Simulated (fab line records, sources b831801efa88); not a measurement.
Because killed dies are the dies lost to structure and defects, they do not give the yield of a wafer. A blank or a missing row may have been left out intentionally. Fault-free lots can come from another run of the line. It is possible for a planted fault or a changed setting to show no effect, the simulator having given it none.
Which of the tools did it? | flow gf180mcu | 24 lots with 72 wafers sampled at 5 steps, on a route of 602 steps

== WHAT EACH GAUGE READ, for each wafer ==
GF_VT_IMPLANT_OVL_MEAS_40. Usual: for VT_IMPLANT_03_OVL the level is -0.5 nm and the standard deviation is 1.4.
lot  | measured     | on         | VT_IMPLANT_03_OVL (nm) | flag
L074 | day 7 18:02  | overlay-02 | 1.0 1.6 0.8            |
L075 | day 7 23:53  | overlay-01 | -1.3 -0.8 -2.1         |
L076 | day 8 00:53  | overlay-02 | 0.0 -2.5 -1.2          |
L078 | day 8 14:50  | overlay-01 | 2.4 1.1 1.4            |
L077 | day 8 16:04  | overlay-01 | -0.8 0.1 -0.1          |
L079 | day 9 05:23  | overlay-01 | -1.1 -1.6 0.0          |
L080 | day 9 06:31  | overlay-01 | -2.6 -1.7 -3.7         |
L081 | day 9 20:43  | overlay-01 | 0.0 -1.0 0.2           |
L082 | day 9 22:29  | overlay-01 | -2.6 -2.0 -2.4         |
L084 | day 10 09:16 | overlay-01 | -0.4 -0.1 -1.7         |
L083 | day 10 09:26 | overlay-01 | -1.0 -2.1 -0.6         |
L085 | day 11 00:49 | overlay-01 | 0.4 0.6 -0.4           |
L086 | day 11 12:26 | overlay-01 | 0.7 -0.5 1.9           |
L088 | day 12 01:40 | overlay-01 | -2.0 -1.6 -1.7         |
L087 | day 12 02:37 | overlay-01 | -0.8 -1.4 0.1          |
L089 | day 12 03:16 | overlay-01 | -0.3 -1.5 0.0          |
L090 | day 12 09:52 | overlay-01 | -2.5 -1.4 -2.4         |
L092 | day 12 16:37 | overlay-02 | 0.3 0.6 0.1            |
L091 | day 12 16:55 | overlay-01 | -0.9 0.2 -1.7          |
L093 | day 12 21:16 | overlay-02 | -0.2 1.1 0.3           |
L094 | day 13 01:43 | overlay-02 | 0.2 -1.1 0.2           |
L095 | day 13 13:04 | overlay-01 | -2.5 -1.5 -0.7         |
L096 | day 13 16:43 | overlay-01 | 1.2 -0.7 0.5           |
L097 | day 13 18:56 | overlay-02 | 1.1 -1.2 1.9           |

GF_SALICIDE_THK_MEAS_05: measures by xrf. Usual: for SALICIDE_TIN_THK the level is 19.9 nm and the standard deviation is 0.34.
lot  | measured     | on            | SALICIDE_TIN_THK (nm) | flag
L074 | day 15 10:00 | film_metro-03 | 20.1 20.3 19.8        |
L075 | day 15 19:25 | film_metro-04 | 19.5 19.5 19.4        |
L076 | day 15 22:49 | film_metro-03 | 20.3 20.0 19.9        |
L078 | day 16 10:35 | film_metro-02 | 19.9 19.3 19.8        |
L077 | day 16 16:46 | film_metro-03 | 20.1 19.9 19.9        |
L079 | day 17 02:34 | film_metro-02 | 19.7 19.3 19.8        |
L080 | day 17 06:53 | film_metro-02 | 19.9 19.8 19.7        |
L081 | day 18 02:57 | film_metro-03 | 19.6 19.7 19.5        |
L082 | day 18 07:00 | film_metro-04 | 20.0 19.7 19.4        |
L084 | day 19 00:57 | film_metro-03 | 20.2 19.5 19.5        |
L083 | day 18 19:20 | film_metro-03 | 19.5 19.4 19.8        |
L085 | day 19 14:15 | film_metro-03 | 20.3 20.1 20.0        |
L086 | day 20 07:24 | film_metro-04 | 19.9 20.7 20.6        |
L088 | day 20 22:07 | film_metro-04 | 20.3 19.8 19.9        |
L087 | day 21 01:27 | film_metro-03 | 18.8 19.6 19.6        |
L089 | day 21 02:19 | film_metro-03 | 19.6 19.2 20.4        |
L090 | day 21 09:12 | film_metro-02 | 20.1 20.0 20.3        |
L092 | day 21 15:35 | film_metro-03 | 20.0 19.8 20.1        |
L091 | day 21 20:05 | film_metro-04 | 20.6 20.1 20.4        |
L093 | day 22 00:01 | film_metro-04 | 19.7 20.1 19.9        |
L094 | day 22 08:03 | film_metro-04 | 20.1 20.5 19.8        |
L095 | day 22 14:22 | film_metro-02 | 19.9 19.8 19.9        |
L096 | day 22 21:33 | film_metro-04 | 20.1 20.3 20.3        |
L097 | day 23 00:59 | film_metro-03 | 19.7 20.3 20.0        |

GF_M3_THK_MEAS_06: measures by xrf. Usual: for M3_ALCU_THK the level is 449 nm and the standard deviation is 6.
lot  | measured     | on            | M3_ALCU_THK (nm) | flag
L074 | day 20 13:40 | film_metro-03 | 447 449 448      |
L075 | day 21 00:20 | film_metro-03 | 444 447 444      |
L076 | day 21 05:10 | film_metro-03 | 439 445 433      |
L078 | day 21 17:48 | film_metro-02 | 452 442 449      |
L077 | day 22 00:10 | film_metro-03 | 445 445 445      |
L079 | day 22 09:55 | film_metro-03 | 439 440 448      |
L080 | day 22 15:14 | film_metro-03 | 452 453 451      |
L081 | day 23 11:04 | film_metro-01 | 455 453 457      |
L082 | day 23 13:34 | film_metro-02 | 459 457 449      |
L084 | day 24 07:20 | film_metro-03 | 443 447 448      |
L083 | day 24 01:28 | film_metro-01 | 456 457 450      |
L085 | day 24 19:02 | film_metro-03 | 455 451 453      |
L086 | day 25 10:31 | film_metro-02 | 458 453 460      |
L088 | day 26 00:22 | film_metro-02 | 446 450 450      |
L087 | day 26 02:50 | film_metro-03 | 444 457 445      |
L089 | day 26 04:07 | film_metro-03 | 450 447 442      |
L090 | day 26 10:42 | film_metro-03 | 452 450 454      |
L092 | day 26 14:55 | film_metro-01 | 448 445 448      |
L091 | day 26 18:19 | film_metro-01 | 447 447 454      |
L093 | day 26 22:41 | film_metro-03 | 460 439 453      |
L094 | day 27 04:36 | film_metro-03 | 460 453 460      |
L095 | day 27 10:29 | film_metro-03 | 450 449 456      |
L096 | day 27 17:19 | film_metro-01 | 451 458 459      |
L097 | day 27 21:08 | film_metro-02 | 440 447 443      |

== EACH LOT AND THE TOOL THAT RAN IT (in order: tool; ch and the chambers of the sampled wafers; start) ==
lot  | GF_SALICIDE_RTA_06               | GF_CONTACT_CVD_02
L074 | rtp_anneal-02 ch 0, day 15 10:04 | pecvd-01 ch 1,2, day 15 10:28
L075 | rtp_anneal-02 ch 0, day 15 19:28 | pecvd-03 ch 0,2, day 15 19:52
L076 | rtp_anneal-02 ch 0, day 15 22:53 | pecvd-02 ch 0,1,2, day 15 23:22
L078 | rtp_anneal-01 ch 0, day 16 10:40 | pecvd-03 ch 0,1,2, day 16 11:03
L077 | rtp_anneal-02 ch 0, day 16 16:49 | pecvd-01 ch 1,2, day 16 17:13
L079 | rtp_anneal-01 ch 0, day 17 02:38 | pecvd-01 ch 0,2, day 17 03:00
L080 | rtp_anneal-01 ch 0, day 17 06:56 | pecvd-03 ch 0,1,2, day 17 07:20
L081 | rtp_anneal-02 ch 0, day 18 03:01 | pecvd-03 ch 0,1, day 18 03:25
L082 | rtp_anneal-02 ch 0, day 18 07:04 | pecvd-03 ch 0,1, day 18 07:26
L084 | rtp_anneal-01 ch 0, day 19 01:01 | pecvd-01 ch 0,1, day 19 01:25
L083 | rtp_anneal-02 ch 0, day 18 19:23 | pecvd-03 ch 0,1,2, day 18 19:47
L085 | rtp_anneal-01 ch 0, day 19 14:19 | pecvd-03 ch 0,1,2, day 19 14:43
L086 | rtp_anneal-02 ch 0, day 20 07:28 | pecvd-01 ch 0,2, day 20 07:50
L088 | rtp_anneal-01 ch 0, day 20 22:11 | pecvd-01 ch 1,2, day 20 22:34
L087 | rtp_anneal-01 ch 0, day 21 01:31 | pecvd-03 ch 0,1,2, day 21 01:55
L089 | rtp_anneal-02 ch 0, day 21 02:22 | pecvd-02 ch 1,2, day 21 02:46
L090 | rtp_anneal-02 ch 0, day 21 09:16 | pecvd-01 ch 0,1,2, day 21 09:40
L092 | rtp_anneal-01 ch 0, day 21 15:39 | pecvd-03 ch 0,1, day 21 16:02
L091 | rtp_anneal-01 ch 0, day 21 20:08 | pecvd-02 ch 1,2, day 21 20:32
L093 | rtp_anneal-01 ch 0, day 22 00:04 | pecvd-03 ch 0,1, day 22 00:29
L094 | rtp_anneal-02 ch 0, day 22 08:07 | pecvd-02 ch 0,1,2, day 22 08:37
L095 | rtp_anneal-01 ch 0, day 22 14:26 | pecvd-02 ch 0,2, day 22 14:49
L096 | rtp_anneal-02 ch 0, day 22 21:37 | pecvd-03 ch 0,2, day 22 22:01
L097 | rtp_anneal-02 ch 0, day 23 01:03 | pecvd-01 ch 1,2, day 23 01:25
- GF_SALICIDE_RTA_06: time 30 s.
- GF_CONTACT_CVD_02: deposits SiO2 from TEOS, target thk 860 nm, time 95.992 s.

== AS READ BY THE TOOLS THEMSELVES (means over the sampled wafers that have a number; for cases with no such wafer, the mark the record gives instead) ==
GF_SALICIDE_RTA_06. Usual: lamp_power_pct 6.7 %, standard deviation 0.64; wafer_temp_C_max 531.9, standard deviation 0.51.
lot  | tool          | lamp_power_pct (%) | wafer_temp_C_max | flag
L074 | rtp_anneal-02 | 7.2                | 531.8            |
L075 | rtp_anneal-02 | 7.2                | 531.4            |
L076 | rtp_anneal-02 | 7.2                | 531.6            |
L078 | rtp_anneal-01 | 6.0                | 532.6            |
L077 | rtp_anneal-02 | 7.2                | 531.8            |
L079 | rtp_anneal-01 | 6.0                | 531.9            |
L080 | rtp_anneal-01 | 6.0                | 531.9            |
L081 | rtp_anneal-02 | 7.2                | 531.8            |
L082 | rtp_anneal-02 | 7.2                | 531.5            |
L084 | rtp_anneal-01 | 6.0                | 532.4            |
L083 | rtp_anneal-02 | 7.2                | 531.7            |
L085 | rtp_anneal-01 | 6.0                | 531.7            |
L086 | rtp_anneal-02 | 7.2                | 531.8            |
L088 | rtp_anneal-01 | 6.0                | 531.7            |
L087 | rtp_anneal-01 | 6.0                | 531.8            |
L089 | rtp_anneal-02 | 7.2                | 531.8            |
L090 | rtp_anneal-02 | 7.2                | 532.0            |
L092 | rtp_anneal-01 | 6.0                | 532.5            |
L091 | rtp_anneal-01 | 6.0                | 532.2            |
L093 | rtp_anneal-01 | 6.0                | 532.2            |
L094 | rtp_anneal-02 | 7.2                | 532.0            |
L095 | rtp_anneal-01 | 6.0                | 531.9            |
L096 | rtp_anneal-02 | 7.2                | 531.8            |
L097 | rtp_anneal-02 | 7.2                | 532.1            |

GF_CONTACT_CVD_02. Usual: heater_power_w at 659 W, with a standard deviation of 110.
lot  | tool     | heater_power_w (W) | flag
L074 | pecvd-01 | 604                |
L075 | pecvd-03 | 646                |
L076 | pecvd-02 | 698                |
L078 | pecvd-03 | 696                |
L077 | pecvd-01 | 602                |
L079 | pecvd-01 | 574                |
L080 | pecvd-03 | 739                |
L081 | pecvd-03 | 775                |
L082 | pecvd-03 | 705                |
L084 | pecvd-01 | 557                |
L083 | pecvd-03 | 677                |
L085 | pecvd-03 | 659                |
L086 | pecvd-01 | 566                |
L088 | pecvd-01 | 585                |
L087 | pecvd-03 | 695                |
L089 | pecvd-02 | 634                |
L090 | pecvd-01 | 604                |
L092 | pecvd-03 | 736                |
L091 | pecvd-02 | 663                |
L093 | pecvd-03 | 769                |
L094 | pecvd-02 | 758                |
L095 | pecvd-02 | 766                |
L096 | pecvd-03 | 686                |
L097 | pecvd-01 | 540                |

== THE ANSWER, worked out from the rows above alone ==
Rule: a lot counts as off when the mean over its wafers that have a number is more than 3 standard deviations away from the usual mean. A lot without any number at a reading at which 4 lots or more have one is off too. Any other lot the step has rows for is counted as sound. The gauges are gone through in route order, then the tools' own readings, and for those a lot's mean is taken as printed above. The first step at which some lot is off is used, and at that step the reading that is off furthest; a lot without a number counts as furthest.
No lot is off at any reading shown: from this, nothing can be told.

== WHAT HAD BEEN PUT IN BY THE SIMULATOR ==
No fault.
